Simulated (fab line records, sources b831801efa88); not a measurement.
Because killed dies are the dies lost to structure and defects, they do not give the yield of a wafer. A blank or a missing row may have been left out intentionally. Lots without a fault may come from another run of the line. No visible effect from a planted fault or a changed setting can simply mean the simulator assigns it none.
Which tool was responsible? + flow gf180mcu + 36 wafers from 12 lots sampled at 3 of the route's 602 steps

## WHAT THE GAUGES READ, wafer by wafer
GF_M1_THK_MEAS_06: measures by xrf.
| lot  | measured     | on           | M1_ALCU_THK (nm) |
|------|--------------|--------------|------------------|
| L433 | day 16 04:01 | filmMetro-01 | 446 438 445      |
| L434 | day 16 14:36 | filmMetro-01 | 445 450 444      |
| L437 | day 18 01:53 | filmMetro-01 | 443 444 447      |
| L440 | day 18 18:31 | filmMetro-04 | 440 440 442      |
| L441 | day 19 00:16 | filmMetro-04 | 453 454 444      |
| L443 | day 19 23:48 | filmMetro-04 | 449 445 447      |
| L444 | day 20 08:29 | filmMetro-01 | 449 452 450      |
| L446 | day 21 02:23 | filmMetro-02 | 444 443 442      |
| L447 | day 21 09:37 | filmMetro-01 | 456 452 453      |
| L448 | day 21 15:25 | filmMetro-02 | 442 443 443      |
| L449 | day 21 23:50 | filmMetro-04 | 449 446 445      |
| L450 | day 22 12:34 | filmMetro-04 | 446 447 439      |

## EACH LOT AND THE TOOL THAT RAN IT (in order: tool; ch and the chambers of the sampled wafers; start)
| lot  | GF_LVPWELL_COAT_02              | GF_LVPWELL_STRIP_10                |
|------|---------------------------------|------------------------------------|
| L433 | lithoTrack-01 ch 0, day 3 17:02 | plasmaAsher-02 ch 0,1, day 4 00:33 |
| L434 | lithoTrack-01 ch 0, day 3 20:23 | plasmaAsher-01 ch 0,1, day 4 03:08 |
| L437 | lithoTrack-03 ch 0, day 4 14:40 | plasmaAsher-02 ch 0,1, day 4 22:20 |
| L440 | lithoTrack-03 ch 0, day 5 04:44 | plasmaAsher-04 ch 0,1, day 5 12:32 |
| L441 | lithoTrack-03 ch 0, day 5 10:05 | plasmaAsher-02 ch 0,1, day 5 18:11 |
| L443 | lithoTrack-01 ch 0, day 5 22:11 | plasmaAsher-04 ch 0,1, day 6 06:33 |
| L444 | lithoTrack-01 ch 0, day 6 04:19 | plasmaAsher-02 ch 0,1, day 6 12:00 |
| L446 | lithoTrack-01 ch 0, day 6 16:28 | plasmaAsher-01 ch 1, day 7 00:34   |
| L447 | lithoTrack-02 ch 0, day 6 18:53 | plasmaAsher-04 ch 0,1, day 7 03:34 |
| L448 | lithoTrack-02 ch 0, day 7 02:14 | plasmaAsher-02 ch 0,1, day 7 10:10 |
| L449 | lithoTrack-01 ch 0, day 7 06:10 | plasmaAsher-04 ch 0,1, day 7 14:07 |
| L450 | lithoTrack-01 ch 0, day 7 12:46 | plasmaAsher-02 ch 1, day 7 21:37   |
- GF_LVPWELL_COAT_02: resist thk 3000 nm.
- GF_LVPWELL_STRIP_10: strips in O2/N2.

## WHAT THE TOOLS THEMSELVES READ (means of the sampled wafers that have a number; where no wafer has one, the mark that the record gives instead)
GF_LVPWELL_COAT_02.
| lot  | tool          | chillPlateTempC (C) | spinSpeedRpm (rpm) |
|------|---------------|---------------------|--------------------|
| L433 | lithoTrack-01 | 23.07               | 1999.7             |
| L434 | lithoTrack-01 | 22.97               | 1999.0             |
| L437 | lithoTrack-03 | 23.16               | 1999.4             |
| L440 | lithoTrack-03 | 23.14               | 1999.8             |
| L441 | lithoTrack-03 | 23.01               | 2000.9             |
| L443 | lithoTrack-01 | 22.97               | 2000.4             |
| L444 | lithoTrack-01 | 23.10               | 1998.7             |
| L446 | lithoTrack-01 | 23.07               | 1962.4             |
| L447 | lithoTrack-02 | 23.00               | 2000.7             |
| L448 | lithoTrack-02 | 23.17               | 1998.7             |
| L449 | lithoTrack-01 | 22.91               | 1962.4             |
| L450 | lithoTrack-01 | 23.00               | 1962.1             |

GF_LVPWELL_STRIP_10.
| lot  | tool           | drypumpMotorCurrentA (A) | heaterPowerW (W) | n2FlowSccm (sccm) | oesProductAu (a.u.) | stripTimeToEndpointS (s) |
|------|----------------|--------------------------|------------------|-------------------|---------------------|--------------------------|
| L433 | plasmaAsher-02 | 6.3                      | 300              | 299.7             | 0.724               | 36.99                    |
| L434 | plasmaAsher-01 | 5.2                      | 297              | 299.9             | 0.725               | 37.05                    |
| L437 | plasmaAsher-02 | 6.3                      | 304              | 300.6             | 0.726               | 37.07                    |
| L440 | plasmaAsher-04 | 5.6                      | 331              | 300.2             | 0.723               | 36.92                    |
| L441 | plasmaAsher-02 | 6.3                      | 303              | 300.3             | 0.728               | 36.88                    |
| L443 | plasmaAsher-04 | 5.6                      | 344              | 300.5             | 0.725               | 36.96                    |
| L444 | plasmaAsher-02 | 6.3                      | 297              | 300.2             | 0.726               | 36.92                    |
| L446 | plasmaAsher-01 | 5.2                      | 284              | 299.4             | 0.727               | 37.54                    |
| L447 | plasmaAsher-04 | 5.6                      | 337              | 299.4             | 0.723               | 36.95                    |
| L448 | plasmaAsher-02 | 6.3                      | 298              | 300.6             | 0.715               | 36.81                    |
| L449 | plasmaAsher-04 | 5.6                      | 340              | 299.8             | 0.725               | 37.38                    |
| L450 | plasmaAsher-02 | 6.2                      | 271              | 300.3             | 0.727               | 37.12                    |

## THE ANSWER, worked out from the rows above alone
Rule: the usual values come from the lots themselves. Put in order of their means at a reading, lots are off if they are a third of the lots or fewer, leave a main group of 4 or more, and stand apart from it by a gap of 3 or more times the standard deviation of the main group's means; of several such gaps the widest counts. The tables above print the reading to a certain number of digits; a main group whose means all agree to those digits is not used. A lot without any number at a reading at which 4 lots or more have one is off too. Any other lot the step has rows for is counted as sound. After the gauges, taken in route order, come the tools' own readings; for these a lot's mean is taken, as printed above. At the first step where some lot is off, the reading lying furthest off is the one used; lots without a number count as furthest.
Off: L446, L449, L450 (GF_LVPWELL_COAT_02, spinSpeedRpm). Main group: mean 1999.7 rpm, sd 0.78.
If a tool, at that step or one of the process steps before it, ran each lot that is off and ran no sound lot following the first of them, it fits. One fits: lithoTrack-01 at GF_LVPWELL_COAT_02. Its last sound lot is L444 (day 6 04:19), its first lot that is off L446 (day 6 16:28): a fault that began between those two fits.
The tool's own readings at GF_LVPWELL_COAT_02 bear it out: on the lots that are off they differ by more than 5 times the standard deviation of the sound lots' means. spinSpeedRpm reads 1962.3 rpm there against 1999.7 rpm on the sound lots.

## WHAT WAS PUT IN BY THE SIMULATOR
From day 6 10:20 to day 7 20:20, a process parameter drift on lithoTrack-01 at GF_LVPWELL_COAT_02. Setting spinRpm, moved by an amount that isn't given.
Shown lots that were struck: L446, L449, L450. The same result came from the rule above.
